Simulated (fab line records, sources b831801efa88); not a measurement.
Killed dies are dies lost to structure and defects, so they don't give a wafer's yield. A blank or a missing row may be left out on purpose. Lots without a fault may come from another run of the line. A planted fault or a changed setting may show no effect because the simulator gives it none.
Which tool did it? | flow sky130 | 14 lots, 42 wafers sampled, at 5 steps of a route of 708

WHAT THE GAUGES READ, wafer by wafer
SKY_VT_ADJUST_LVTN_OVL_MEAS_18.
lot  | measured     | on         | VT_ADJUST_LVTN_01_OVL (nm)
L908 | day 7 19:12  | overlay-02 | 0.7 -2.8 -0.8
L909 | day 8 02:32  | overlay-02 | -2.8 -1.4 -2.7
L910 | day 8 05:56  | overlay-02 | -1.6 -3.7 -3.8
L911 | day 8 15:34  | overlay-02 | -1.3 0.3 -0.9
L912 | day 9 13:40  | overlay-01 | -2.4 -1.0 0.1
L914 | day 9 19:32  | overlay-02 | 0.7 0.5 1.3
L917 | day 10 13:13 | overlay-02 | -0.9 -0.5 -1.7
L920 | day 11 12:55 | overlay-02 | -0.9 -1.7 -1.4
L921 | day 11 14:52 | overlay-02 | 2.3 2.1 0.7
L924 | day 12 06:54 | overlay-02 | -2.0 -1.8 -1.0
L926 | day 12 20:03 | overlay-02 | -0.2 1.2 0.1
L928 | day 13 13:08 | overlay-01 | -0.8 -1.0 0.0
L929 | day 13 23:13 | overlay-01 | 1.0 -0.9 0.9
L931 | day 14 05:37 | overlay-01 | 2.0 0.8 0.9

WHICH TOOL RAN EACH LOT (tool, then ch and the chambers of the sampled wafers, then the start)
lot  | SKY_FIELD_ISO_ETCH_15             | SKY_NWELL_STRIP_14                   | SKY_NWELL_COAT_18                 | SKY_NWELL_STRIP_25
L908 | rie_diel-03 ch 1,2,3, day 2 04:46 | plasma_asher-01 ch 0,1, day 4 14:08  | litho_track-04 ch 0, day 4 23:23  | plasma_asher-02 ch 0,1, day 5 07:44
L909 | rie_diel-01 ch 0,1,2, day 2 10:38 | plasma_asher-04 ch 0,1, day 4 21:41  | litho_track-04 ch 0, day 5 05:34  | plasma_asher-02 ch 1, day 5 15:08
L910 | rie_diel-02 ch 0,3, day 2 15:35   | plasma_asher-02 ch 0,1, day 4 22:38  | litho_track-03 ch 0, day 5 06:17  | plasma_asher-01 ch 0,1, day 5 16:53
L911 | rie_diel-02 ch 0,2,3, day 2 20:13 | plasma_asher-04 ch 1, day 5 06:26    | litho_track-01 ch 0, day 5 15:58  | plasma_asher-01 ch 0,1, day 6 01:28
L912 | rie_diel-01 ch 1,2,3, day 3 01:58 | plasma_asher-02 ch 0,1, day 6 01:53  | litho_track-04 ch 0, day 6 11:11  | plasma_asher-02 ch 0,1, day 6 21:25
L914 | rie_diel-02 ch 0,1,2, day 3 12:55 | plasma_asher-01 ch 0,1, day 6 07:59  | litho_track-01 ch 0, day 6 17:55  | plasma_asher-01 ch 0,1, day 7 03:56
L917 | rie_diel-03 ch 1,2,3, day 4 07:05 | plasma_asher-04 ch 0,1, day 6 22:05  | litho_track-03 ch 0, day 7 08:23  | plasma_asher-04 ch 0,1, day 7 19:05
L920 | rie_diel-03 ch 0,1,2, day 4 21:10 | plasma_asher-01 ch 0,1, day 7 19:06  | litho_track-01 ch 0, day 8 05:47  | plasma_asher-04 ch 0,1, day 8 16:15
L921 | rie_diel-02 ch 0,1,3, day 5 00:19 | plasma_asher-04 ch 0,1, day 7 21:46  | litho_track-03 ch 0, day 8 08:45  | plasma_asher-04 ch 0,1, day 8 19:35
L924 | rie_diel-01 ch 1,2,3, day 5 16:49 | plasma_asher-04 ch 0,1, day 8 12:58  | litho_track-01 ch 0, day 8 23:02  | plasma_asher-02 ch 0,1, day 9 10:49
L926 | rie_diel-03 ch 0,2,3, day 6 03:04 | plasma_asher-01 ch 0,1, day 9 01:01  | litho_track-01 ch 0, day 9 12:05  | plasma_asher-01 ch 0,1, day 9 23:10
L928 | rie_diel-03 ch 1,2,3, day 6 13:01 | plasma_asher-04 ch 0,1, day 9 15:38  | litho_track-04 ch 0, day 10 01:56 | plasma_asher-04 ch 0,1, day 10 14:20
L929 | rie_diel-03 ch 0,2,3, day 6 20:37 | plasma_asher-01 ch 0,1, day 10 01:13 | litho_track-01 ch 0, day 10 12:19 | plasma_asher-01 ch 0,1, day 10 23:50
L931 | rie_diel-02 ch 0,3, day 7 06:31   | plasma_asher-02 ch 0,1, day 10 05:56 | litho_track-01 ch 0, day 10 16:37 | plasma_asher-04 ch 0,1, day 11 04:32
- SKY_FIELD_ISO_ETCH_15: etches the open film in CHF3/O2, stops on Si, target depth 180 nm, time 72 s.
- SKY_NWELL_STRIP_14: strips in O2/N2.
- SKY_NWELL_COAT_18: resist thk 3000 nm.
- SKY_NWELL_STRIP_25: strips in O2/N2.

WHAT THE TOOLS THEMSELVES READ (means of the sampled wafers that have a number; where no wafer has one, the mark that the record gives instead)
SKY_FIELD_ISO_ETCH_15.
lot  | tool        | O2_flow_sccm (sccm) | drypump_motor_current_A (A) | oes_product_au (a.u.) | throttle_valve_pct (%)
L908 | rie_diel-03 | 4.999               | 6.0                         | 0.940                 | 8.846
L909 | rie_diel-01 | 4.993               | 6.1                         | 0.929                 | 8.840
L910 | rie_diel-02 | 4.982               | 5.3                         | 0.932                 | 8.839
L911 | rie_diel-02 | 4.995               | 5.4                         | 0.934                 | 8.841
L912 | rie_diel-01 | 4.996               | 6.0                         | 0.931                 | 8.835
L914 | rie_diel-02 | 5.009               | 5.7                         | 0.941                 | 8.838
L917 | rie_diel-03 | 5.002               | 6.0                         | 0.926                 | 8.837
L920 | rie_diel-03 | 4.994               | 6.1                         | 0.929                 | 8.828
L921 | rie_diel-02 | 5.011               | 5.7                         | 0.936                 | 8.844
L924 | rie_diel-01 | 5.007               | 6.1                         | 0.932                 | 8.833
L926 | rie_diel-03 | 4.997               | 6.0                         | 0.937                 | 8.850
L928 | rie_diel-03 | 5.013               | 6.0                         | 0.934                 | 8.843
L929 | rie_diel-03 | 5.001               | 6.0                         | 0.946                 | 8.845
L931 | rie_diel-02 | 4.998               | 5.4                         | 0.941                 | 8.843

SKY_NWELL_STRIP_14.
lot  | tool            | drypump_motor_current_A (A) | oes_product_au (a.u.) | strip_time_to_endpoint_s (s)
L908 | plasma_asher-01 | 5.4                         | 0.721                 | 37.05
L909 | plasma_asher-04 | 6.0                         | 0.715                 | 36.98
L910 | plasma_asher-02 | 5.5                         | 0.716                 | 36.99
L911 | plasma_asher-04 | 6.3                         | 0.722                 | 37.03
L912 | plasma_asher-02 | 5.3                         | 0.726                 | 37.08
L914 | plasma_asher-01 | 5.5                         | 0.725                 | 37.07
L917 | plasma_asher-04 | 6.2                         | 0.723                 | 36.98
L920 | plasma_asher-01 | 5.4                         | 0.721                 | 36.95
L921 | plasma_asher-04 | 6.1                         | 0.724                 | 36.91
L924 | plasma_asher-04 | 6.1                         | 0.719                 | 36.97
L926 | plasma_asher-01 | 5.5                         | 0.722                 | 37.00
L928 | plasma_asher-04 | 6.2                         | 0.720                 | 36.84
L929 | plasma_asher-01 | 5.5                         | 0.721                 | 36.88
L931 | plasma_asher-02 | 5.3                         | 0.729                 | 36.84

SKY_NWELL_STRIP_25.
lot  | tool            | drypump_motor_current_A (A) | oes_product_au (a.u.) | strip_time_to_endpoint_s (s)
L908 | plasma_asher-02 | 5.5                         | 0.725                 | 37.13
L909 | plasma_asher-02 | 5.1                         | 0.724                 | 37.17
L910 | plasma_asher-01 | 5.4                         | 0.725                 | 36.95
L911 | plasma_asher-01 | 5.5                         | 0.721                 | 37.01
L912 | plasma_asher-02 | 5.5                         | 0.721                 | 37.11
L914 | plasma_asher-01 | 5.5                         | 0.726                 | 36.92
L917 | plasma_asher-04 | 6.0                         | 0.719                 | 21.81
L920 | plasma_asher-04 | 6.2                         | 0.723                 | 36.83
L921 | plasma_asher-04 | 6.3                         | 0.719                 | 21.87
L924 | plasma_asher-02 | 5.5                         | 0.719                 | 36.73
L926 | plasma_asher-01 | 5.4                         | 0.723                 | 36.89
L928 | plasma_asher-04 | 6.1                         | 0.721                 | 36.87
L929 | plasma_asher-01 | 5.6                         | 0.723                 | 37.13
L931 | plasma_asher-04 | 6.2                         | 0.722                 | 36.82

THE ANSWER, worked out from the rows above alone
Rule: what is usual is taken from the lots themselves. Put in order of their means at a reading, lots are off if they are a third of the lots or fewer, leave a main group of 4 or more, and stand apart from it by a gap of 3 or more times the standard deviation of the main group's means; of several such gaps the widest counts. A main group whose means are all the same, to the digits that the tables above print for the reading, isn't used. A lot without any number at a reading at which 4 lots or more have one is off too. The other lots that the step has rows for count as sound. The gauges are gone through in route order, then the tools' own readings, and for those a lot's mean is taken as printed above. The first step at which some lot is off is used, and at that step the reading that is off furthest; a lot without a number counts as furthest.
Off: L917, L921, at SKY_NWELL_STRIP_25 (strip_time_to_endpoint_s). The main group: mean 36.96 s, standard deviation 0.14.
A tool fits if, at that step or a process step before it, it ran every lot that is off, and no sound lot after the first of them. One fits: litho_track-03 at SKY_NWELL_COAT_18. Its last sound lot is L910 (day 5 06:17), its first lot that is off L917 (day 7 08:23): a fault that began between those two fits.

WHAT THE SIMULATOR HAD PUT IN
Process parameter drift: litho_track-03, from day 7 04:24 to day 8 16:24, at SKY_NWELL_COAT_18. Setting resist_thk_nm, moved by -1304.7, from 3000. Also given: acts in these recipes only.
Lots struck among those shown: L917, L921. The rule above found the same.
